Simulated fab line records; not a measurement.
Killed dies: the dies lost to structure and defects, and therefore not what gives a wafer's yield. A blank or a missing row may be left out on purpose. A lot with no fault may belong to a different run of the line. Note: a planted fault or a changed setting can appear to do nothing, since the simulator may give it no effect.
Matching of chambers    flow gf180mcu    cmp-01 running GF_V4_CMP_04: 4 sister chambers
The step polishes SiO2. 8 wafers are shown with their chamber, then 6 later ones without.

## WAFERS, EACH WITH ITS CHAMBER
wafer   chamber  motor_current_A (A)  edge_zone_pressure_frac
L806.1  0        11.8                 0.999
L806.3  1        11.1                 0.999
L815.3  3        12.4                 0.998
L816.1  3        13.0                 0.995
L816.3  0        12.3                 1.000
L818.1  1        10.7                 0.992
L818.3  2        11.4                 1.001
L818.5  2        10.9                 1.006

## WAFERS MISSING THEIR CHAMBER
wafer   motor_current_A (A)  edge_zone_pressure_frac
L821.1  11.3                 0.997
L821.4  10.7                 0.997
L821.6  10.9                 0.996
L824.1  12.4                 1.002
L824.4  11.7                 0.995
L824.5  12.8                 0.998

## EACH ONE'S CHAMBER
wafer    from the rows above                 in truth
L821.1   can't be placed: 1 or 2 or 0        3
L821.4   can't be placed: 1 or 2             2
L821.6   1                                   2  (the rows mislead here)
L824.1   can't be placed: 0 or 3             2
L824.4   can't be placed: 0 or 1 or 3 or 2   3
L824.5   can't be placed: 3 or 0             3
0 of 6 placed correctly. Can't be placed from these rows: 5 (the true chamber is among the candidates in 3). Number placed wrongly: 1.
How it was worked out, from the rows above alone: a wafer's distance from a chamber is the root of the sum, over the readings, of the square of ((its reading less the chamber's mean) divided by the reading's scatter). The wafer belongs to the nearest chamber; if the next one is less than 2 further off, it can't be placed. Each chamber's mean is taken over the wafers shown for it. The scatter is the square root of a quotient: the sum, over the shown wafers, of each reading's squared deviation from its chamber's mean, divided by wafers minus chambers.
